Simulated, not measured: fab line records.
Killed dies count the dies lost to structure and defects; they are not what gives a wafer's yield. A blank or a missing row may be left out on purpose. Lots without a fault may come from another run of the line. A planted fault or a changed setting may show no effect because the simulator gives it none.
Comparing a struck lot with a sound one | flow gf180mcu | 28 out of 602 route steps
Sound: wafers L189.1, L189.2, L189.4. Wafers L194.1, L194.2, L194.4 were the ones struck. The cause is given at the end.
Order at every step that has rows: each side's tool, ch and its chambers, its first start. Under that, the readings that differ: sound wafers | struck wafers | difference of the means | sigmas: that difference in standard deviations of wafers without a fault.
alike: a reading whose means differ by less than 2 such deviations, as well as words and numbers matching on both sides. not compared: withheld readings; readings where some wafer has no value; bounds like >300 that might hide an equal value; numbers whose values overlap and for which the record gives no deviation.
Wherever a step has rows on one side only, a row that says differs or no value, or a row with sigmas, the two part there. Numbers that have no deviation but don't overlap get no sigmas and don't part them. A reading that every wafer of one side lacks parts them only if that side has two wafers or more.

GF_DNWELL_STRIP_08: strips in O2/N2.
  sound on plasma_asher-03 ch 0,1, day 4 14:49; struck on plasma_asher-02 ch 0,1, day 5 14:22
  alike: chamber_pressure_mTorr, drypump_motor_current_A, heater_power_w, oes_product_au, strip_time_to_endpoint_s
  not compared: rf_hours_counter_h
GF_DNWELL_TW_MEAS_09:
  sound on film_metro-03, day 4 14:55; struck on film_metro-03, day 5 14:28
  alike: DNWELL_TW
then, 7 steps without rows for these wafers: GF_NWELL_DEHYDRATE_00 (time 60 s); GF_NWELL_HMDS_01 (prime time 60 s); GF_NWELL_COAT_02 (resist thk 3000 nm); GF_NWELL_SOFTBAKE_03; GF_NWELL_EXPOSE_04 (exposes mask Nwell, target cd 860 nm); GF_NWELL_PEB_05; GF_NWELL_DEVELOP_06 (develop time 58.48 s).
GF_NWELL_OVL_MEAS_07:
  sound on overlay-02, day 5 05:14; struck on overlay-02, day 6 05:11
  alike: NWELL_OVL
then, 2 steps without rows for these wafers: GF_NWELL_IMPLANT_08; GF_NWELL_IMPLANT_09.
GF_NWELL_STRIP_10: strips in O2/N2.
  sound on plasma_asher-02 ch 0,1, day 5 05:35; struck on plasma_asher-02 ch 0,1, day 6 05:32
  reading                                 | sound             | struck            | difference                    | sigmas
  oes_product_au (a.u.)                   | 0.722 0.722 0.727 | 0.962 0.968 0.963 | +0.241                        | +51
  strip_time_to_endpoint_s (s)            | 36.93 37.02 36.91 | - - -             | no value on the struck wafers |
  model.coat_of_NWELL_COAT_02.thk_nm (nm) | 0 0 0             | 368.7 369.1 370   | +369.3                        |
  alike: chamber_pressure_mTorr, drypump_motor_current_A, heater_power_w
  not compared: rf_hours_counter_h
GF_NWELL_TW_MEAS_11:
  sound on film_metro-03, day 5 05:41; struck on film_metro-03, day 6 05:38
  alike: NWELL_TW
then, 7 steps without rows for these wafers: GF_LVPWELL_DEHYDRATE_00 (time 60 s); GF_LVPWELL_HMDS_01 (prime time 60 s); GF_LVPWELL_COAT_02 (resist thk 3000 nm); GF_LVPWELL_SOFTBAKE_03; GF_LVPWELL_EXPOSE_04 (exposes mask LVPWELL, target cd 600 nm); GF_LVPWELL_PEB_05; GF_LVPWELL_DEVELOP_06 (develop time 60 s).
GF_LVPWELL_OVL_MEAS_07:
  sound on overlay-02, day 5 19:56; struck on overlay-02, day 6 21:06
  alike: LVPWELL_OVL
then, 2 steps without rows for these wafers: GF_LVPWELL_IMPLANT_08; GF_LVPWELL_IMPLANT_09.
GF_LVPWELL_STRIP_10: strips in O2/N2.
  sound on plasma_asher-02 ch 0,1, day 5 20:17; struck on plasma_asher-02 ch 0,1, day 6 21:26
  reading                      | sound             | struck            | difference | sigmas
  strip_time_to_endpoint_s (s) | 36.93 37.02 36.87 | 42.20 42.25 42.30 | +5.31      | +48
  alike: chamber_pressure_mTorr, drypump_motor_current_A, heater_power_w, oes_product_au
  not compared: rf_hours_counter_h
GF_LVPWELL_TW_MEAS_11:
  sound on film_metro-03, day 5 20:23; struck on film_metro-02, day 6 21:32
  reading    | sound       | struck      | difference | sigmas
  LVPWELL_TW | 551 553 551 | 529 525 527 | -25        | -4
then, 1 step without rows for these wafers: GF_MVSD_DEHYDRATE_00 (time 60 s).
-- the record jumps here: 26 days lie between the struck wafers' starts before and after (it left off in module MVSD and takes up again in module PASSIVATION, whose first step shown is number 602 of the route) --
GF_PASSIVATION_PROBE_99:
  sound on prober-01, day 31 12:38; struck on prober-01, day 32 16:57
  reading                              | sound             | struck            | difference | sigmas
  model.etest.nldd_6p0.line_ohm_um     | 4709 4625 4738    | 5154 5071 5053    | +402       |
  model.etest.nmos_6p0.r_on_ohm_um     | 2192 2172 2193    | 2340 2308 2346    | +146       |
  model.etest.nldd_6p0.rs_ohm_sq       | 1403 1394 1391    | 1550 1551 1558    | +157       |
  model.etest.ldnmos_10p0.r_on_ohm_um  | 3734 3702 3734    | 3892 3807 3925    | +151       |
  model.etest.nwell.line_ohm_um        | 1124 1132 1122    | 1014 991 1075     | -99        |
  model.etest.nwell.width_nm (nm)      | 858.7 854.9 862.9 | 961.4 959.3 957.5 | +100.6     |
  model.etest.nmos_3p3_sab.r_on_ohm_um | 1771 1783 1821    | 1851 1846 1845    | +56        |
  model.etest.nmos_3p3.r_on_ohm_um     | 1646 1657 1679    | 1699 1688 1695    | +33        |

WHERE THEY PART
Last at GF_LVPWELL_TW_MEAS_11 as far as this record goes, first at GF_NWELL_STRIP_10.

WHY: what the simulator had put in
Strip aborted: plasma_asher-02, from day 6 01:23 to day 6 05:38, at GF_NWELL_STRIP_10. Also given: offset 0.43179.
